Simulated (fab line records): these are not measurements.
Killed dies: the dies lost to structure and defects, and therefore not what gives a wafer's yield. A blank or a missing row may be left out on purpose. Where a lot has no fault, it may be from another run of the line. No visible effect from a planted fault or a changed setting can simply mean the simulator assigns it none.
2 desks, one fault || flow sky130 || each desk holds nothing but its own numbers, with what lay behind them at the end

## TOOL OWNER'S DESK, plasma-asher-04
The tool's own readings at SKY_RES_PROTECT_STRIP_07 (strips in O2/N2): means of the sampled wafers that have a number, for each lot that ran on this tool. A lot is out of limits, marked OUT, if its mean lies more than 4 standard deviations from the usual mean; the brackets give that distance.
Columns: A = drypump-motor-current-A at SKY_RES_PROTECT_STRIP_07, usual 5.74 A; B = oes-product-au at SKY_RES_PROTECT_STRIP_07, usual 0.517 a.u.; C = strip-time-to-endpoint-s at SKY_RES_PROTECT_STRIP_07, usual 23.28 s
{"lot": "L169", "first seen here": "day 15 12:58", "A": 5.73, "B": 0.517, "C": 23.31}
{"lot": "L171", "first seen here": "day 16 00:13", "A": 5.71, "B": 0.516, "C": 23.24}
{"lot": "L173", "first seen here": "day 16 03:29", "A": 5.73, "B": "0.622 (+24) OUT", "C": "-"}
{"lot": "L181", "first seen here": "day 18 23:38", "A": 5.71, "B": 0.518, "C": 23.36}
{"lot": "L186", "first seen here": "day 21 00:34", "A": 5.69, "B": 0.517, "C": 23.26}
{"lot": "L190", "first seen here": "day 23 09:47", "A": 5.69, "B": 0.515, "C": 23.26}
Finding of this desk: L173 out of limits; the first was L173 at day 16 03:29, on oes-product-au at SKY_RES_PROTECT_STRIP_07. L169, L171, L181, L186, L190: within limits.

## THE METROLOGY DESK
What the gauges read for every lot (on any tool): the sampled wafers with a number, averaged. A lot is out of limits, marked OUT, if its mean lies more than 4 standard deviations from the usual mean; the brackets give that distance.
Columns: A = INCOMING_BOW at SKY_FIELD_ISO_BOW_MEAS_00, usual -1 um; B = GATE_OXIDE_OXIDATION_00_THK at SKY_GATE_OXIDE_THK_MEAS_02, usual 10.28 nm
{"lot": "L169", "first seen here": "day 1 10:02", "A": 11, "B": 10.21}
{"lot": "L170", "first seen here": "day 1 15:00", "A": -5, "B": 10.39}
{"lot": "L171", "first seen here": "day 1 20:02", "A": -0, "B": 10.31}
{"lot": "L173", "first seen here": "day 2 06:01", "A": -6, "B": 10.22}
{"lot": "L181", "first seen here": "day 3 22:00", "A": -1, "B": 10.23}
{"lot": "L182", "first seen here": "day 4 03:02", "A": -4, "B": 10.38}
{"lot": "L184", "first seen here": "day 4 13:00", "A": 0, "B": 10.14}
{"lot": "L185", "first seen here": "day 4 18:00", "A": 0, "B": 10.01}
{"lot": "L186", "first seen here": "day 4 23:02", "A": 4, "B": 10.19}
{"lot": "L188", "first seen here": "day 5 09:01", "A": -2, "B": 10.09}
{"lot": "L190", "first seen here": "day 5 19:00", "A": 4, "B": 10.07}
{"lot": "L191", "first seen here": "day 6 00:01", "A": -4, "B": 10.60}
{"lot": "L192", "first seen here": "day 6 05:02", "A": 3, "B": 10.53}
This desk's finding: nothing out of limits on any of the 13 lots.

## PUT TOGETHER
The tool owner's desk had the chance to raise an alarm at day 16 03:29 on L173.
Nothing out of limits was seen by the metrology desk.
The metrology desk holds a record of L173, inside its limits.
SKY_RES_PROTECT_STRIP_07 was run on plasma-asher-04 by each of the lots named.

## WHAT THE SIMULATOR PUT IN
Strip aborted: plasma-asher-04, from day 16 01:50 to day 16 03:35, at SKY_RES_PROTECT_STRIP_07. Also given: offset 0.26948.
Lots struck among those shown: L173.
Hours from the fault's start to each desk's first reading out of limits: the tool owner's desk, 2.
